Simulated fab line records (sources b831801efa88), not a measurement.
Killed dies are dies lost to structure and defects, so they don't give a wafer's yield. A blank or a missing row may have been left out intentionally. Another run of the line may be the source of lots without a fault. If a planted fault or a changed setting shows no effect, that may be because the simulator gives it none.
Which tool is to blame? | flow sky130 | 9 lots with 27 wafers sampled at 6 steps, on a route of 708 steps

WHAT THE GAUGES SHOWED, per wafer
SKY_VIA2_THK_MEAS_01. Usual: VIA2_HDPCVD_THK gives 1186 nm (standard deviation 14).
lot  | measured     | on            | VIA2_HDPCVD_THK (nm) | flag
L632 | day 35 21:52 | film_metro-03 | 1205 1184 1196       |
L636 | day 36 23:19 | film_metro-03 | 1180 1186 1194       |
L646 | day 40 07:02 | film_metro-04 | 1187 1184 1176       |
L650 | day 41 07:28 | film_metro-01 | 1176 1157 1192       |
L651 | day 41 13:05 | film_metro-01 | 1179 1171 1167       |
L653 | day 41 21:49 | film_metro-01 | 1187 1187 1187       |
L654 | day 42 02:23 | film_metro-01 | 1163 1177 1181       |

TOOL THAT RAN EACH LOT (tool first, then ch and the chambers of the sampled wafers, then the start)
lot  | SKY_VIA1_CMP_24               | SKY_METAL2_SPUTTER_02        | SKY_METAL2_ETCH_18                | SKY_METAL2_METAL_ETCH_19          | SKY_METAL2_STRIP_20
L632 | cmp-02 ch 0,2,3, day 34 17:55 | pvd_sputter-04, day 34 18:07 | rie_metal-02 ch 0,1, day 35 20:54 | rie_metal-02 ch 0,1, day 35 20:58 | plasma_asher-02 ch 0,1, day 35 21:04
L636 | cmp-01 ch 1,2,3, day 35 19:38 | pvd_sputter-01, day 35 19:53 | rie_metal-02 ch 0,1, day 36 22:02 | rie_metal-02 ch 0,1, day 36 22:07 | plasma_asher-02 ch 0,1, day 36 22:12
L642 | cmp-01 ch 1,2,3, day 37 13:29 | pvd_sputter-02, day 37 13:50 | rie_metal-02 ch 0,1, day 38 15:39 | rie_metal-02 ch 0,1, day 38 15:43 | plasma_asher-02 ch 0,1, day 38 15:48
L643 | cmp-01 ch 0,1,2, day 38 05:45 | pvd_sputter-01, day 38 05:57 | rie_metal-02 ch 0, day 39 07:28   | rie_metal-02 ch 0, day 39 07:37   | plasma_asher-04 ch 0,1, day 39 07:46
L646 | cmp-02 ch 0,1,2, day 39 05:10 | pvd_sputter-02, day 39 05:31 | rie_metal-01 ch 0,1, day 40 06:05 | rie_metal-01 ch 0,1, day 40 06:10 | plasma_asher-03 ch 0,1, day 40 06:15
L650 | cmp-02 ch 0,1,2, day 40 05:21 | pvd_sputter-04, day 40 05:39 | rie_metal-04 ch 0,1, day 41 06:31 | rie_metal-04 ch 0,1, day 41 06:35 | plasma_asher-02 ch 0,1, day 41 06:41
L651 | cmp-01 ch 0,1,3, day 40 10:53 | pvd_sputter-01, day 40 11:07 | rie_metal-01 ch 0,1, day 41 12:09 | rie_metal-01 ch 0,1, day 41 12:13 | plasma_asher-03 ch 0,1, day 41 12:18
L653 | cmp-02 ch 1,3, day 40 20:29   | pvd_sputter-04, day 40 20:47 | rie_metal-01 ch 0,1, day 41 20:56 | rie_metal-01 ch 0,1, day 41 21:01 | plasma_asher-03 ch 0,1, day 41 21:06
L654 | cmp-02 ch 0,1,2, day 41 01:00 | pvd_sputter-04, day 41 01:15 | rie_metal-04 ch 0,1, day 42 01:31 | rie_metal-04 ch 0,1, day 42 01:35 | plasma_asher-03 ch 0,1, day 42 01:41
- SKY_VIA1_CMP_24: polishes, stops on SiO2, t overpolish 15 s, target thk 0 nm.
- SKY_METAL2_SPUTTER_02: material AlCu, target thk 250 nm, time 13.3 s.
- SKY_METAL2_ETCH_18: etches BARC in N2/H2, stops on SiO2, time 45.9 s, target depth 60 nm.
- SKY_METAL2_METAL_ETCH_19: etches the open film in Cl2/BCl3, stops on SiO2, target depth 360 nm, time 78 s.
- SKY_METAL2_STRIP_20: strips in O2/N2.

AS READ BY THE TOOLS THEMSELVES (means over the sampled wafers that have a number; for cases with no such wafer, the mark the record gives instead)
SKY_VIA1_CMP_24. Usual: motor_current_A 12.4 A, standard deviation 1.1; overpolish_run_s 14.998 s, standard deviation 0.0092; time_to_endpoint_s 65.6 s, standard deviation 2.7.
lot  | tool   | motor_current_A (A) | overpolish_run_s (s) | time_to_endpoint_s (s) | flag
L632 | cmp-02 | 13.3                | 15.004               | 65.0                   |
L636 | cmp-01 | 11.5                | 15.000               | 64.7                   |
L642 | cmp-01 | 11.5                | 14.996               | 67.7                   |
L643 | cmp-01 | 11.7                | 15.008               | 66.1                   |
L646 | cmp-02 | 13.1                | 15.007               | 69.6                   |
L650 | cmp-02 | 12.8                | 14.991               | 66.5                   |
L651 | cmp-01 | 11.0                | 15.002               | 61.5                   |
L653 | cmp-02 | 13.2                | 14.997               | 64.8                   |
L654 | cmp-02 | 13.1                | 14.994               | 63.4                   |

SKY_METAL2_SPUTTER_02. Usual: cathode_dc_power_W 10600 W, standard deviation 2.1; throttle_valve_pct 29.8 %, standard deviation 0.98.
lot  | tool           | cathode_dc_power_W (W) | throttle_valve_pct (%) | flag
L632 | pvd_sputter-04 | 10599                  | 30.4                   |
L636 | pvd_sputter-01 | 10600                  | 29.5                   |
L642 | pvd_sputter-02 | 10601                  | 29.0                   |
L643 | pvd_sputter-01 | 10600                  | 28.9                   |
L646 | pvd_sputter-02 | 10600                  | 29.4                   |
L650 | pvd_sputter-04 | 10599                  | 30.7                   |
L651 | pvd_sputter-01 | 10602                  | 28.7                   |
L653 | pvd_sputter-04 | 10600                  | 30.6                   |
L654 | pvd_sputter-04 | 10601                  | 30.3                   |

SKY_METAL2_ETCH_18. Usual: bias_w 100.0 W, standard deviation 0.32; chamber_pressure_mTorr 30.001 mTorr, standard deviation 0.03; drypump_motor_current_A 5.8 A, standard deviation 0.4; oes_product_au 0.854 a.u., standard deviation 0.0045; throttle_valve_pct 13.225 %, standard deviation 0.0092.
lot  | tool         | bias_w (W) | chamber_pressure_mTorr (mTorr) | drypump_motor_current_A (A) | oes_product_au (a.u.) | throttle_valve_pct (%) | flag
L632 | rie_metal-02 | 100.1      | 30.004                         | 5.8                         | 0.855                 | 13.227                 |
L636 | rie_metal-02 | 99.8       | 30.013                         | 5.8                         | 0.854                 | 13.223                 |
L642 | rie_metal-02 | -          | -                              | -                           | -                     | -                      | OFF
L643 | rie_metal-02 | -          | -                              | -                           | -                     | -                      | OFF
L646 | rie_metal-01 | 99.8       | 30.015                         | 5.7                         | 0.856                 | 13.231                 |
L650 | rie_metal-04 | 100.3      | 29.971                         | 6.1                         | 0.856                 | 13.226                 |
L651 | rie_metal-01 | 100.3      | 29.991                         | 5.6                         | 0.854                 | 13.221                 |
L653 | rie_metal-01 | 99.6       | 29.987                         | 5.7                         | 0.851                 | 13.232                 |
L654 | rie_metal-04 | 99.9       | 30.005                         | 6.1                         | 0.856                 | 13.233                 |

SKY_METAL2_METAL_ETCH_19. Usual: bcl3_flow_sccm 29.99 sccm, standard deviation 0.094; bias_w 48.51 W, standard deviation 0.13; drypump_motor_current_A 5.7 A, standard deviation 0.4; oes_product_au 0.854 a.u., standard deviation 0.0057; throttle_valve_pct 22.265 %, standard deviation 0.0093.
lot  | tool         | bcl3_flow_sccm (sccm) | bias_w (W) | drypump_motor_current_A (A) | oes_product_au (a.u.) | throttle_valve_pct (%) | flag
L632 | rie_metal-02 | 29.99                 | 48.43      | 5.8                         | 0.854                 | 22.265                 |
L636 | rie_metal-02 | 30.03                 | 48.50      | 5.8                         | 0.848                 | 22.266                 |
L642 | rie_metal-02 | 29.97                 | 48.48      | 5.7                         | 0.378                 | 22.262                 | OFF
L643 | rie_metal-02 | 29.89                 | 48.65      | 5.8                         | 0.381                 | 22.260                 | OFF
L646 | rie_metal-01 | 30.08                 | 48.51      | 5.7                         | 0.855                 | 22.269                 |
L650 | rie_metal-04 | 29.97                 | 48.53      | 6.0                         | 0.856                 | 22.269                 |
L651 | rie_metal-01 | 29.86                 | 48.49      | 5.7                         | 0.861                 | 22.262                 |
L653 | rie_metal-01 | 30.04                 | 48.54      | 5.6                         | 0.856                 | 22.258                 |
L654 | rie_metal-04 | 30.11                 | 48.35      | 6.1                         | 0.849                 | 22.259                 |

SKY_METAL2_STRIP_20. Usual: drypump_motor_current_A 6.1 A, standard deviation 0.47; oes_product_au 0.342 a.u., standard deviation 0.0052; strip_time_to_endpoint_s 2.69 s, standard deviation 0.048.
lot  | tool            | drypump_motor_current_A (A) | oes_product_au (a.u.) | strip_time_to_endpoint_s (s) | flag
L632 | plasma_asher-02 | 5.4                         | 0.350                 | 2.76                         |
L636 | plasma_asher-02 | 6.0                         | 0.346                 | 2.72                         |
L642 | plasma_asher-02 | 6.0                         | 0.364                 | 3.17                         | OFF
L643 | plasma_asher-04 | 6.4                         | 0.363                 | 3.21                         | OFF
L646 | plasma_asher-03 | 6.2                         | 0.342                 | 2.70                         |
L650 | plasma_asher-02 | 5.4                         | 0.342                 | 2.72                         |
L651 | plasma_asher-03 | 6.2                         | 0.345                 | 2.72                         |
L653 | plasma_asher-03 | 6.2                         | 0.341                 | 2.68                         |
L654 | plasma_asher-03 | 6.2                         | 0.343                 | 2.70                         |

THE ANSWER, worked out from the rows above alone
Rule: a lot counts as off when the mean over its wafers that have a number is more than 3 standard deviations away from the usual mean. A lot without any number at a reading at which 4 lots or more have one is off too. Where the step has rows for the other lots, those lots are counted as sound. The gauges are gone through in route order, then the tools' own readings, and for those a lot's mean is taken as printed above. The first step at which some lot is off is used, and at that step the reading that is off furthest; a lot without a number counts as furthest.
Off: L642, L643 (SKY_METAL2_ETCH_18, bias_w). Without a number there: L642, L643.
If a tool, at that step or one of the process steps before it, ran each lot that is off and ran no sound lot following the first of them, it fits. One fits: SKY_METAL2_ETCH_18 on rie_metal-02. A fault onset in the window from L636 (day 36 22:02, its last sound lot) to L642 (day 38 15:39, its first lot off) fits.
Blank at SKY_METAL2_ETCH_18 on the lots that are off, where sound lots have numbers: bias_w, chamber_pressure_mTorr, drypump_motor_current_A, oes_product_au, throttle_valve_pct.

WHAT THE SIMULATOR HAD PUT IN
Step skipped in full: rie_metal-02, at SKY_METAL2_ETCH_18, from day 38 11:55 onward. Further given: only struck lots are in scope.
Struck lots among those shown: L642, L643. Same finding as the rule above.
